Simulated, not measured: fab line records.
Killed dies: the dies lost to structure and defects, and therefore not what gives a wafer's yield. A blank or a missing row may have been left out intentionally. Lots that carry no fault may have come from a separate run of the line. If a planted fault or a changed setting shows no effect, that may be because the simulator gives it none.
Which tool was responsible? | flow sky130 | 14 lots, 42 wafers sampled, at 4 steps of a route of 708

## WHAT THE GAUGES READ, wafer by wafer
SKY_SONOS_ONO_CD_MEAS_13: the cd target is 410 nm. Usual: cd nm reads 408.9 nm (standard deviation 2.3).
lot  | measured     | on        | cd nm (nm)        | flag
L794 | day 13 06:01 | cd sem-02 | 409.0 409.3 407.3 |
L795 | day 13 12:08 | cd sem-01 | 410.3 411.6 409.9 |
L796 | day 13 15:31 | cd sem-02 | 408.9 409.0 409.5 |
L798 | day 14 07:50 | cd sem-02 | 408.3 409.1 407.8 |
L803 | day 16 05:47 | cd sem-02 | 410.9 411.5 410.5 |
L804 | day 17 08:02 | cd sem-02 | 406.8 407.0 406.9 |
L809 | day 18 05:55 | cd sem-02 | 411.6 411.1 410.6 |
L810 | day 19 00:28 | cd sem-01 | 411.9 411.9 412.4 |
L811 | day 19 00:11 | cd sem-01 | 409.1 410.1 409.6 |
L812 | day 19 05:46 | cd sem-01 | 410.4 410.6 410.2 |
L813 | day 20 13:23 | cd sem-01 | 407.1 406.1 408.0 |
L814 | day 20 14:36 | cd sem-02 | 406.8 405.0 405.0 |
L815 | day 20 13:42 | cd sem-02 | 407.0 406.3 409.3 |
L816 | day 20 19:53 | cd sem-01 | 408.9 407.8 411.4 |

SKY_LI_CONTACT_BOW_MEAS_03. Usual: for LI_CONTACT_BOW the level is 55 um and the standard deviation is 7.5.
lot  | measured     | on            | LI_CONTACT_BOW (um) | flag
L794 | day 28 11:57 | film metro-03 | 55 59 58            |
L795 | day 28 14:52 | film metro-04 | 48 56 68            |
L796 | day 29 00:31 | film metro-02 | 47 60 48            |
L798 | day 30 09:47 | film metro-02 | 61 47 70            |
L803 | day 31 23:04 | film metro-02 | 43 56 45            |
L804 | day 32 19:32 | film metro-02 | 54 58 59            |
L809 | day 33 08:47 | film metro-04 | 54 46 44            |
L810 | day 34 04:20 | film metro-04 | 52 50 49            |
L811 | day 34 02:13 | film metro-04 | 53 46 53            |
L812 | day 34 07:43 | film metro-04 | 52 62 70            |
L813 | day 35 08:04 | film metro-03 | 65 66 58            |
L814 | day 35 11:37 | film metro-03 | 53 51 65            |
L815 | day 35 10:33 | film metro-03 | 55 44 61            |
L816 | day 35 15:19 | film metro-04 | 59 50 44            |

## WHAT TOOL EACH LOT RAN ON (gives the tool, then ch and the chambers of the sampled wafers, and finally the start)
lot  | SKY_DNWELL_STRIP_08                 | SKY_LDD_HVP_PEB_05
L794 | plasma asher-01 ch 0,1, day 3 14:37 | litho track-02 ch 0, day 22 04:55
L795 | plasma asher-01 ch 0,1, day 3 16:37 | litho track-02 ch 0, day 22 07:59
L796 | plasma asher-03 ch 1, day 3 21:42   | litho track-03 ch 0, day 22 14:45
L798 | plasma asher-03 ch 0,1, day 4 07:10 | litho track-02 ch 0, day 24 04:01
L803 | plasma asher-02 ch 1, day 5 10:58   | litho track-03, day 25 19:37
L804 | plasma asher-01 ch 0,1, day 5 14:30 | litho track-03, day 26 15:18
L809 | plasma asher-03 ch 0,1, day 6 20:10 | litho track-03 ch 0, day 27 10:27
L810 | plasma asher-02 ch 0,1, day 7 02:07 | litho track-02 ch 0, day 28 06:10
L811 | plasma asher-01 ch 0,1, day 7 09:07 | litho track-03 ch 0, day 28 04:46
L812 | plasma asher-01 ch 0,1, day 7 12:47 | litho track-03 ch 0, day 28 09:15
L813 | plasma asher-01 ch 0,1, day 7 19:55 | litho track-02 ch 0, day 29 12:32
L814 | plasma asher-03 ch 0,1, day 7 22:01 | litho track-02 ch 0, day 29 15:52
L815 | plasma asher-02 ch 0,1, day 8 12:17 | litho track-02 ch 0, day 29 14:46
L816 | plasma asher-01 ch 0,1, day 8 12:37 | litho track-02 ch 0, day 29 22:05
- SKY_DNWELL_STRIP_08: strips in O2/N2.
- SKY_LDD_HVP_PEB_05

## AS READ BY THE TOOLS THEMSELVES (means over the sampled wafers that have a number; for cases with no such wafer, the mark the record gives instead)
SKY_DNWELL_STRIP_08. Usual: drypump motor current A 5.62 A, standard deviation 0.19; oes product au 0.722 a.u., standard deviation 0.0051; strip time to endpoint s 36.92 s, standard deviation 0.11.
lot  | tool            | drypump motor current A (A) | oes product au (a.u.) | strip time to endpoint s (s) | flag
L794 | plasma asher-01 | 5.79                        | 0.723                 | 37.16                        |
L795 | plasma asher-01 | 5.73                        | 0.718                 | 36.99                        |
L796 | plasma asher-03 | 5.71                        | 0.724                 | 36.98                        |
L798 | plasma asher-03 | 5.52                        | 0.719                 | 36.90                        |
L803 | plasma asher-02 | 5.50                        | 0.722                 | 36.96                        |
L804 | plasma asher-01 | 5.69                        | 0.721                 | 37.04                        |
L809 | plasma asher-03 | 5.52                        | 0.724                 | 36.91                        |
L810 | plasma asher-02 | 5.54                        | 0.723                 | 36.79                        |
L811 | plasma asher-01 | 5.77                        | 0.723                 | 36.73                        |
L812 | plasma asher-01 | 5.68                        | 0.722                 | 36.95                        |
L813 | plasma asher-01 | 5.68                        | 0.723                 | 36.90                        |
L814 | plasma asher-03 | 5.33                        | 0.715                 | 36.92                        |
L815 | plasma asher-02 | 5.59                        | 0.723                 | 37.04                        |
L816 | plasma asher-01 | 5.77                        | 0.721                 | 36.82                        |

SKY_LDD_HVP_PEB_05. Usual: exhaust pa reads 45.0 Pa (standard deviation 0.93).
lot  | tool           | exhaust pa (Pa) | flag
L794 | litho track-02 | 45.3            |
L795 | litho track-02 | 43.8            |
L796 | litho track-03 | 45.0            |
L798 | litho track-02 | 43.8            |
L803 | litho track-03 | -               | OFF
L804 | litho track-03 | -               | OFF
L809 | litho track-03 | 44.3            |
L810 | litho track-02 | 46.2            |
L811 | litho track-03 | 44.5            |
L812 | litho track-03 | 45.2            |
L813 | litho track-02 | 47.1            |
L814 | litho track-02 | 46.6            |
L815 | litho track-02 | 45.2            |
L816 | litho track-02 | 46.0            |

## THE ANSWER, worked out from the rows above alone
Rule: a lot is off if the mean of its wafers that have a number lies more than 3 standard deviations from the usual mean. A lot without any number at a reading at which 4 lots or more have one is off too. Where the step has rows for the other lots, those lots are counted as sound. Order of review: gauges by route order, followed by the tools' own readings, for which a lot's mean as printed above is used. At the first step where some lot is off, the reading lying furthest off is the one used; lots without a number count as furthest.
Off, at SKY_LDD_HVP_PEB_05 on exhaust pa: L803, L804. Without a number there: L803, L804.
If a tool, at that step or one of the process steps before it, ran each lot that is off and ran no sound lot following the first of them, it fits. None of those tried fits.

## WHAT THE SIMULATOR PUT IN
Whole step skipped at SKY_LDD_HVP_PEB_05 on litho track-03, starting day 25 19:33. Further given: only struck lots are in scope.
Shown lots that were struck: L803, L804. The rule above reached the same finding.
